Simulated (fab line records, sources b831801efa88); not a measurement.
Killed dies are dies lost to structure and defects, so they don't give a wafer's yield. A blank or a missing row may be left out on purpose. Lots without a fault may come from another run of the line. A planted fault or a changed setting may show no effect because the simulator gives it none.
fab line records | flow gf180mcu
record lots=5 wafers=15 last_day=33
route steps=602 shown MVPSD@82 VT_IMPLANT@90
lots that met no fault: from a run of the same line without faults
start_h: hours from the record's first day to the start of the lot's first wafer shown | wait_h: hours since the lot's step before | " the same as in the row above | L1.1+2: a row that stands for several wafers | - no value, or no start given | * or withheld: withheld | < > ~ a bound
route shown NAME@n: a module of which the file shows steps, and the number in the route of the first | usual: mean/standard deviation of fault-free wafers | same: alike in all rows | chamber/n: place in a boat | sites: the reading at each site | _std_site: their standard deviation | _edge_site: outer sites' mean less inner sites' | radius_mm: how far each site lies from the wafer's centre | mask NAME#n: copy n | behind: the tool/chamber that last shaped the wafer | hold: why the lot was held/for how many hours/how that ended | device: the transistor (n, p or np) that didn't switch | end of line: the same wafers' tests at the end of the route | a step without rows: its recipe alone | killed: dies lost to structure and defects at the first sort, not the wafer's yield | map: a wafer's dies, x killed, . not, _ none there
set.NAME: the setting as run; set.NAME@STEP: as run at that earlier step | model.NAME: the simulator's own value behind a step, which no gauge read
lots at some steps of the route; a table a step, a row a wafer
services: from which hour (start_h, from the record's first day; less than 0 if before it) a tool's chamber was out of use, for how many hours, and why
## steps
# step GF_MVPSD_EXPOSE_04
# recipe mask_id=MVPSD target_cd_nm=1000 na=0.6 source_shape=conventional sigma_outer=0.6 dose_mj=260
# step GF_MVPSD_PEB_05
# recipe temp_c=115 time_s=withheld
# step GF_MVPSD_DEVELOP_06
# recipe wall_angle_deg=90 develop_time_s=60 dev_temp_c=23
# step GF_MVPSD_OVL_MEAS_07
# usual MVPSD_OVL=0.0/1.5
# columns lot.wafer tool chamber start_h wait_h MVPSD_OVL[nm]
L924.1 overlay-02 - 126.43 - 1.3
L924.5 " - " " 1.8
L924.6 " - " " 0.6
L928.2 overlay-01 - 152.43 - 0.0
L928.4 " - " " 0.6
L928.6 " - " " 1.0
L934.2 overlay-01 - 186.66 - 0.4
L934.4 " - " " 0.0
L934.6 " - " " -0.4
L937.1 overlay-02 - 203.29 - -2.8
L937.3 " - " " -1.7
L937.4 " - " " -1.5
L938.1 overlay-02 - 210.30 - -0.8
L938.2 " - " " 1.9
L938.3 " - " " -0.8
# step GF_MVPSD_IMPLANT_08
# recipe species=B energy_kev=170 dose_cm2=1.5e+13 tilt_deg=0
# step GF_MVPSD_IMPLANT_09
# recipe species=B energy_kev=40 dose_cm2=5e+12 tilt_deg=0
# step GF_MVPSD_STRIP_10
# recipe chemistry=O2/N2 power_w=1400 pressure_mtorr=1500 platen_temp_c=250 o2_flow_sccm=3000 n2_flow_sccm=300 overash_fraction=0.5
# usual drypump_motor_current_A=5.8/0.46 heater_power_w=311/36 oes_product_au=0.722/0.0047 strip_time_to_endpoint_s=36.96/0.094
# columns lot.wafer tool chamber start_h wait_h drypump_motor_current_A heater_power_w oes_product_au rf_hours_counter_h strip_time_to_endpoint_s
L924.1 plasma_asher-03 0 126.76 0.1 6.0 259 0.724 1 36.92
L924.5 " 0 " " 6.0 263 0.720 - 36.85
L924.6 " 1 " " 6.3 342 0.716 - 37.00
L928.2 plasma_asher-01 0 152.76 0.1 5.6 359 0.717 39 37.05
L928.4 " 1 " " 5.7 312 0.710 - 36.97
L928.6 " 1 " " 5.8 319 0.730 - 36.91
L934.2 plasma_asher-01 1 186.99 0.1 5.8 317 0.725 42 36.94
L934.4 " 0 " " 5.5 350 0.713 - 36.85
L934.6 " 0 " " 5.5 356 0.724 - 36.94
L937.1 plasma_asher-04 0 203.62 0.1 4.8 295 0.727 55 36.88
L937.3 " 1 " " 6.1 288 0.719 - 36.89
L937.4 " 0 " " 4.8 290 0.724 - 36.93
L938.1 plasma_asher-04 0 210.63 0.1 4.8 294 0.731 56 37.08
L938.2 " 1 " " 6.0 285 0.720 56 36.93
L938.3 " 1 " " 6.1 282 0.722 - 37.11
# step GF_MVPSD_TW_MEAS_11
# usual MVPSD_TW=552.6/2.9
# columns lot.wafer tool chamber start_h wait_h MVPSD_TW
L924.1 film_metro-04 - 126.86 0.1 547.1
L924.5 " - " " 549.8
L924.6 " - " " 548.7
L928.2 film_metro-03 - 152.87 0.1 556.1
L928.4 " - " " 556.1
L928.6 " - " " 555.0
L934.2 film_metro-03 - 187.10 0.1 551.2
L934.4 " - " " 551.6
L934.6 " - " " 552.4
L937.1 film_metro-04 - 203.72 0.1 551.8
L937.3 " - " " 552.2
L937.4 " - " " 552.0
L938.1 film_metro-04 - 210.73 0.1 553.1
L938.2 " - " " 551.4
L938.3 " - " " 548.9
# step GF_VT_IMPLANT_DEHYDRATE_00
# recipe temp_c=200 time_s=60
# step GF_VT_IMPLANT_HMDS_01
# recipe prime_time_s=60 prime_temp_c=120
# step GF_VT_IMPLANT_COAT_02
# recipe resist=NOVOLAK spin_rpm=3000 resist_thk_nm=1000
# step GF_VT_IMPLANT_SOFTBAKE_03
# recipe temp_c=90 time_s=60 resist=NOVOLAK
# step GF_VT_IMPLANT_EXPOSE_04
# recipe mask_id=LVPWELL_LV_AREA target_cd_nm=600 na=0.6 source_shape=conventional sigma_outer=0.6 dose_mj=140
# same na=0.6 sigma_outer=0.6
# columns lot.wafer tool chamber start_h wait_h mask
L924.1+5+6 iline_stepper-01 0 134.38 - LVPWELL_LV_AREA#0
L928.2+4+6 iline_stepper-02 0 160.20 - LVPWELL_LV_AREA#0
L934.2+4+6 iline_stepper-02 0 195.27 - MVPSD#0
L937.1+3+4 iline_stepper-02 0 211.77 - LVPWELL_LV_AREA#0
L938.1+2+3 iline_stepper-01 0 219.60 - LVPWELL_LV_AREA#0
# step GF_VT_IMPLANT_PEB_05
# recipe temp_c=withheld time_s=* resist=NOVOLAK
# step GF_VT_IMPLANT_DEVELOP_06
# recipe develop_time_s=60 dev_temp_c=23
# step GF_VT_IMPLANT_OVL_MEAS_07
# usual VT_IMPLANT_OVL=-0.3/1.3
# columns lot.wafer tool chamber start_h wait_h VT_IMPLANT_OVL[nm]
L924.1 overlay-01 - 141.48 0.1 -1.5
L924.5 " - " " -2.6
L924.6 " - " " -2.4
L928.2 overlay-02 - 167.68 0.1 2.3
L928.4 " - " " 1.8
L928.6 " - " " 0.6
L934.2 overlay-01 - 203.29 0.1 -
L934.4 " - " " -
L934.6 " - " " -
L937.1 overlay-01 - 220.38 0.1 0.4
L937.3 " - " " -2.8
L937.4 " - " " -0.7
L938.1 overlay-02 - 228.08 0.1 -0.2
L938.2 " - " " -0.2
L938.3 " - " " -1.3
# step GF_VT_IMPLANT_IMPLANT_08
# recipe species=BF2 energy_kev=20 dose_cm2=8.29e+12 tilt_deg=7
# step GF_VT_IMPLANT_STRIP_09
# recipe chemistry=O2/N2 power_w=1400 pressure_mtorr=1500 platen_temp_c=250 o2_flow_sccm=3000 n2_flow_sccm=300 overash_fraction=0.5
# usual drypump_motor_current_A=5.7/0.53 heater_power_w=319/23 oes_product_au=0.716/0.0046 strip_time_to_endpoint_s=12.63/0.036
# columns lot.wafer tool chamber start_h wait_h drypump_motor_current_A heater_power_w oes_product_au rf_hours_counter_h strip_time_to_endpoint_s
L924.1 plasma_asher-01 0 141.66 0.1 5.5 345 0.713 38 12.61
L924.5 " 0 " " 5.6 354 0.712 - 12.61
L924.6 " 1 " " 5.8 314 0.722 - 12.62
L928.2 plasma_asher-02 1 167.86 0.1 5.3 324 0.719 49 12.64
L928.4 " 0 " " 6.4 341 0.718 - 12.63
L928.6 " 0 " " 6.5 331 0.714 - 12.64
L934.2 plasma_asher-02 0 203.47 0.1 6.4 340 0.715 52 12.62
L934.4 " 1 " " 5.3 322 0.723 - 12.71
L934.6 " 0 " " 6.4 331 0.713 - 12.65
L937.1 plasma_asher-04 0 220.57 0.1 4.8 301 0.720 57 12.68
L937.3 " 1 " " 6.1 278 0.715 - 12.63
L937.4 " 0 " " 4.8 290 0.715 - 12.66
L938.1 plasma_asher-04 0 228.27 0.1 4.8 295 0.715 58 12.64
L938.2 " 1 " " 6.1 291 0.718 58 12.69
L938.3 " 1 " " 6.1 276 0.708 - 12.65
# step GF_VT_IMPLANT_TW_MEAS_10
# usual VT_IMPLANT_TW=569/9.7
# columns lot.wafer tool chamber start_h wait_h hold VT_IMPLANT_TW
L924.1 film_metro-03 - 141.76 0.1 - 563
L924.5 " - " " - 562
L924.6 " - " " - 568
L928.2 film_metro-04 - 167.97 0.1 - 565
L928.4 " - " " - 556
L928.6 " - " " - 556
L934.2 film_metro-04 - 203.58 0.1 await_dispo/0.2h/release 30
L934.4 " - " " await_dispo/0.2h/release 30
L934.6 " - " " await_dispo/0.2h/release 30
L934.2 film_metro-04 - 203.80 0.2 - 30
L934.4 " - " " - 30
L934.6 " - " " - 30
L937.1 film_metro-04 - 220.67 0.1 - 559
L937.3 " - " " - 562
L937.4 " - " " - 559
L938.1 film_metro-04 - 228.37 0.1 - 557
L938.2 " - " " - 558
L938.3 " - " " - 559
## services
# columns tool chamber start_h hours kind
plasma_asher-03 - 106.45 2.2 repair
plasma_asher-03 - 108.75 9.0 pm
plasma_asher-03 0 108.75 9.0 vent_cycle
plasma_asher-03 1 108.75 9.0 vent_cycle
plasma_asher-04 - 109.05 2.8 repair
iline_stepper-01 0 109.87 - calibration
iline_stepper-02 0 117.46 - calibration
plasma_asher-03 0 117.75 - clean
plasma_asher-03 1 117.75 - clean
iline_stepper-01 - 122.50 1.7 pm
plasma_asher-02 - 145.01 0.5 repair
plasma_asher-02 - 152.58 1.3 repair
iline_stepper-01 - 178.59 4.4 pm
iline_stepper-02 - 213.54 1.7 pm
plasma_asher-03 - 217.84 24.6 repair
## key
first_sign step=GF_VT_IMPLANT_EXPOSE_04 reading=mask direction=changed
effect step=GF_VT_IMPLANT_OVL_MEAS_07 reading=VT_IMPLANT_OVL direction=missing
effect step=GF_VT_IMPLANT_TW_MEAS_10 reading=visit direction=added
effect step=GF_VT_IMPLANT_TW_MEAS_10 reading=VT_IMPLANT_TW direction=down sigmas=56 usual=569 struck=30
met_at GF_VT_IMPLANT_EXPOSE_04
struck_wafers L934.2,L934.4,L934.6
scrapped_behind GF_VT_IMPLANT_TW_MEAS_10 L934.2,L934.4,L934.6
onset_between 160.20 195.27
fault kind=wrong_mask tool=any chamber=- onset_h=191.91 steps=GF_VT_IMPLANT_EXPOSE_04 aux_copy=MVPSD#0 scope=struck_lots_only
